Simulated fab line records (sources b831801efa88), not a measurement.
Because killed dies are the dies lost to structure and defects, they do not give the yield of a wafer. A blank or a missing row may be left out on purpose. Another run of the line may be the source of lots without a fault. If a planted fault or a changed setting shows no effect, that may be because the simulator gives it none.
Chamber matching | flow sky130 | SKY_POLY_GATE_ETCH_16 on rie diel-01: 4 sister chambers
The step etches Si3N4 in CH3F/O2, stops on poly-Si, time 147.5 s, target depth 75 nm. 27 wafers are shown with their chamber, then 12 later ones without.

## WAFERS, EACH WITH ITS CHAMBER
wafer  | chamber | drypump motor current A (A) | throttle valve pct (%) | bias w (W)
L074.1 | 3       | 6.0                         | 10.533                 | 80.18
L074.2 | 0       | 5.9                         | 10.536                 | 80.31
L074.3 | 2       | 5.6                         | 10.546                 | 79.82
L076.1 | 3       | 6.0                         | 10.540                 | 79.91
L076.2 | 0       | 6.0                         | 10.539                 | 80.13
L076.4 | 2       | 5.6                         | 10.543                 | 79.82
L078.1 | 3       | 6.0                         | 10.533                 | 79.95
L078.2 | 0       | 6.0                         | 10.531                 | 79.80
L078.4 | 2       | 5.6                         | 10.536                 | 80.15
L081.2 | 2       | 5.6                         | 10.537                 | 79.98
L081.5 | 0       | 5.9                         | 10.539                 | 80.08
L081.6 | 3       | 6.0                         | 10.533                 | 80.45
L082.2 | 3       | 6.0                         | 10.532                 | 79.86
L082.3 | 2       | 5.6                         | 10.540                 | 79.97
L082.6 | 0       | 6.0                         | 10.542                 | 80.07
L083.1 | 3       | 6.0                         | 10.542                 | 80.11
L083.4 | 2       | 5.6                         | 10.540                 | 79.91
L083.5 | 3       | 6.0                         | 10.544                 | 79.99
L084.1 | 0       | 6.0                         | 10.536                 | 80.28
L084.4 | 2       | 5.6                         | 10.560                 | 79.64
L084.6 | 3       | 6.0                         | 10.541                 | 80.14
L087.2 | 0       | 5.9                         | 10.528                 | 79.99
L087.4 | 1       | 5.5                         | 10.532                 | 80.38
L087.5 | 2       | 5.6                         | 10.543                 | 80.18
L089.2 | 3       | 5.9                         | 10.531                 | 79.99
L089.3 | 1       | 5.5                         | 10.526                 | 80.05
L089.4 | 0       | 5.9                         | 10.553                 | 79.48

SIGNATURES (averages over the wafers above)
reading                 | chamber 0 | chamber 1 | chamber 2 | chamber 3 | scatter within a chamber
drypump motor current A | 5.950     | 5.500     | 5.600     | 5.989     | 0.0354
throttle valve pct      | 10.53800  | 10.52900  | 10.54312  | 10.53656  | 0.00668
bias w                  | 80.0175   | 80.2150   | 79.9338   | 80.0644   | 0.214
Rule: for each reading, subtract the chamber's mean from the wafer's reading, divide by that reading's scatter and square the result; add these up over the readings and take the root, which gives the wafer's distance from the chamber. The wafer belongs to the nearest chamber; if the next one is less than 2 further off, it can't be placed. The scatter: the root of (the sum of the squares of (reading less its chamber's mean) over the shown wafers, divided by (wafers less chambers)).

## WAFERS WHOSE CHAMBER IS MISSING
wafer  | drypump motor current A (A) | throttle valve pct (%) | bias w (W)
L090.3 | 6.0                         | 10.514                 | 80.03
L090.5 | 5.5                         | 10.531                 | 80.43
L090.6 | 5.9                         | 10.530                 | 79.74
L092.1 | 5.5                         | 10.552                 | 80.40
L092.2 | 5.6                         | 10.542                 | 80.08
L092.4 | 5.9                         | 10.528                 | 79.93
L094.1 | 5.6                         | 10.518                 | 80.12
L094.2 | 6.0                         | 10.526                 | 79.68
L094.6 | 5.6                         | 10.537                 | 80.06
L095.1 | 6.0                         | 10.532                 | 79.95
L095.2 | 5.6                         | 10.533                 | 80.06
L095.3 | 5.9                         | 10.523                 | 79.79

## WHICH CHAMBER EACH ONE RAN IN
wafer  | from the rows above     | in truth
L090.3 | can't be placed: 3 or 0 | 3
L090.5 | 1                       | 1
L090.6 | can't be placed: 0 or 3 | 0
L092.1 | can't be placed: 1 or 2 | 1
L092.2 | 2                       | 2
L092.4 | can't be placed: 0 or 3 | 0
L094.1 | can't be placed: 1 or 2 | 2
L094.2 | can't be placed: 3 or 0 | 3
L094.6 | 2                       | 2
L095.1 | can't be placed: 3 or 0 | 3
L095.2 | can't be placed: 2 or 1 | 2
L095.3 | can't be placed: 0 or 3 | 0
3 of 12 placed correctly. These rows do not allow placing 9 (true chamber among the candidates in 9). 0 placed wrongly.
